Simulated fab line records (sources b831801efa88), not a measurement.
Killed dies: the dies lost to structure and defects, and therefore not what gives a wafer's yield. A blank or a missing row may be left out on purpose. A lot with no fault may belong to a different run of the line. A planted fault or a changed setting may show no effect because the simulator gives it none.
Which tool did it? | flow sky130 | 13 lots, 39 wafers sampled, at 4 steps of a route of 708

WHAT THE GAUGES SHOWED, per wafer
SKY_VT_ADJUST_PCH_TW_MEAS_10. Usual: VT_ADJUST_PCH_TW 142.5, standard deviation 2.
lot  | measured     | on            | VT_ADJUST_PCH_TW  | flag
L246 | day 11 13:25 | film-metro-04 | 144.4 144.6 144.2 |
L249 | day 12 17:38 | film-metro-04 | 144.6 145.1 145.2 |
L251 | day 12 21:19 | film-metro-02 | 140.2 141.6 140.6 |
L252 | day 13 18:41 | film-metro-01 | 139.1 139.4 138.3 |
L254 | day 13 23:16 | film-metro-04 | 143.7 144.4 143.7 |
L255 | day 14 02:49 | film-metro-02 | 142.4 142.0 143.3 |
L256 | day 15 02:34 | film-metro-01 | 139.3 139.6 139.7 |
L258 | day 15 05:05 | film-metro-04 | 144.8 143.7 145.1 |
L262 | day 16 09:46 | film-metro-04 | 144.8 144.3 144.4 |
L263 | day 16 10:20 | film-metro-04 | 143.3 143.8 143.9 |
L264 | day 17 10:46 | film-metro-02 | 141.8 141.7 141.3 |
L266 | day 17 14:43 | film-metro-01 | 139.5 139.8 139.3 |
L267 | day 18 08:37 | film-metro-04 | 143.6 144.0 143.5 |

SKY_RES_PROTECT_TW_MEAS_08. Usual: POLY_GATE_TW 4053, standard deviation 29.
lot  | measured     | on            | POLY_GATE_TW   | flag
L246 | day 16 17:58 | film-metro-04 | 4065 4074 4101 |
L249 | day 17 20:39 | film-metro-03 | 4108 4068 4071 |
L251 | day 18 02:43 | film-metro-04 | 4074 4056 4065 |
L252 | day 18 22:26 | film-metro-02 | 3995 4005 4024 |
L254 | day 19 08:56 | film-metro-04 | 4073 4073 4047 |
L255 | day 19 18:44 | film-metro-02 | 4019 4029 4010 |
L262 | day 21 22:37 | film-metro-04 | 4089 4085 4095 |
L263 | day 22 03:05 | film-metro-03 | 4079 4049 4059 |
L264 | day 23 01:35 | film-metro-03 | 4065 4042 4043 |
L266 | day 23 06:14 | film-metro-02 | 4008 4018 4004 |
L267 | day 24 00:02 | film-metro-04 | 4074 4082 4066 |

WHICH TOOL RAN EACH LOT (tool, then ch and the chambers of the sampled wafers, then the start)
lot  | SKY_VT_ADJUST_LVTN_STRIP_20          | SKY_SONOS_ONO_WET_ETCH_16
L246 | plasma-asher-03 ch 0,1, day 8 15:21  | wet-bench-02 ch 1, day 14 02:17
L249 | plasma-asher-04 ch 0,1, day 9 10:12  | wet-bench-03 ch 0, day 15 03:07
L251 | plasma-asher-04 ch 0,1, day 9 23:16  | wet-bench-03 ch 1, day 15 10:07
L252 | plasma-asher-02 ch 0,1, day 10 09:06 | wet-bench-02 ch 1, day 16 04:37
L254 | plasma-asher-04 ch 0,1, day 10 21:09 | wet-bench-02 ch 2, day 16 12:31
L255 | plasma-asher-03 ch 0,1, day 11 05:13 | wet-bench-01 ch 0, day 16 21:22
L256 | plasma-asher-02 ch 0,1, day 11 12:01 | wet-bench-02 ch 2, day 17 17:53
L258 | plasma-asher-03 ch 0,1, day 12 02:00 | wet-bench-03 ch 2, day 17 18:25
L262 | plasma-asher-03 ch 0,1, day 12 23:40 | wet-bench-03 ch 0, day 19 03:40
L263 | plasma-asher-02 ch 0,1, day 13 00:36 | wet-bench-03 ch 2, day 19 07:32
L264 | plasma-asher-04 ch 0,1, day 13 23:06 | wet-bench-01 ch 2, day 20 07:14
L266 | plasma-asher-02 ch 0,1, day 14 01:42 | wet-bench-03 ch 1, day 20 10:49
L267 | plasma-asher-03 ch 0,1, day 14 18:16 | wet-bench-02 ch 1, day 21 06:19
- SKY_VT_ADJUST_LVTN_STRIP_20: strips in O2/N2.
- SKY_SONOS_ONO_WET_ETCH_16: etches SiO2 in dHF, target depth 14 nm, time 280 s.

WHAT THE TOOLS THEMSELVES READ (means of the sampled wafers that have a number; where no wafer has one, the mark that the record gives instead)
SKY_VT_ADJUST_LVTN_STRIP_20. Usual: drypump-motor-current-A 6.0 A, standard deviation 0.37; oes-product-au 0.716 a.u., standard deviation 0.0045; strip-time-to-endpoint-s 14.19 s, standard deviation 0.04.
lot  | tool            | drypump-motor-current-A (A) | oes-product-au (a.u.) | strip-time-to-endpoint-s (s) | flag
L246 | plasma-asher-03 | 6.1                         | 0.716                 | 14.21                        |
L249 | plasma-asher-04 | 6.2                         | 0.713                 | 14.17                        |
L251 | plasma-asher-04 | 6.1                         | 0.717                 | 14.26                        |
L252 | plasma-asher-02 | 5.2                         | 0.721                 | 14.21                        |
L254 | plasma-asher-04 | 6.1                         | 0.716                 | 14.16                        |
L255 | plasma-asher-03 | 6.1                         | 0.719                 | 14.24                        |
L256 | plasma-asher-02 | 5.2                         | 0.713                 | 14.21                        |
L258 | plasma-asher-03 | 6.0                         | 0.714                 | 14.15                        |
L262 | plasma-asher-03 | 6.1                         | 0.715                 | 14.16                        |
L263 | plasma-asher-02 | 5.2                         | 0.717                 | 14.17                        |
L264 | plasma-asher-04 | 6.3                         | 0.715                 | 14.23                        |
L266 | plasma-asher-02 | 5.2                         | 0.719                 | 14.20                        |
L267 | plasma-asher-03 | 6.1                         | 0.716                 | 14.19                        |

SKY_SONOS_ONO_WET_ETCH_16. Usual: bath-heat-duty-pct 6.5 %, standard deviation 0.77; run-length-s 308 s, standard deviation 3.6.
lot  | tool         | bath-heat-duty-pct (%) | run-length-s (s) | flag
L246 | wet-bench-02 | 6.5                    | 314              |
L249 | wet-bench-03 | 7.4                    | 312              |
L251 | wet-bench-03 | 6.3                    | 314              |
L252 | wet-bench-02 | 7.3                    | 306              |
L254 | wet-bench-02 | 6.2                    | 305              |
L255 | wet-bench-01 | 6.2                    | 306              |
L256 | wet-bench-02 | -                      | -                | OFF
L258 | wet-bench-03 | -                      | -                | OFF
L262 | wet-bench-03 | 7.1                    | 305              |
L263 | wet-bench-03 | 6.3                    | 305              |
L264 | wet-bench-01 | 6.1                    | 312              |
L266 | wet-bench-03 | 6.9                    | 306              |
L267 | wet-bench-02 | 6.6                    | 306              |

THE ANSWER, worked out from the rows above alone
Rule: a lot counts as off when the mean over its wafers that have a number is more than 3 standard deviations away from the usual mean. Also off: a lot with no number at a reading for which 4 or more lots have one. The other lots that the step has rows for count as sound. First the gauges in route order, then the tools' own readings, where a lot's mean is used as printed above. At the first step where some lot is off, the reading lying furthest off is the one used; lots without a number count as furthest.
Off: L256, L258 (SKY_SONOS_ONO_WET_ETCH_16, bath-heat-duty-pct). Without a number there: L256, L258.
If a tool, at that step or one of the process steps before it, ran each lot that is off and ran no sound lot following the first of them, it fits. None of those tried fits.

WHAT WAS PUT IN BY THE SIMULATOR
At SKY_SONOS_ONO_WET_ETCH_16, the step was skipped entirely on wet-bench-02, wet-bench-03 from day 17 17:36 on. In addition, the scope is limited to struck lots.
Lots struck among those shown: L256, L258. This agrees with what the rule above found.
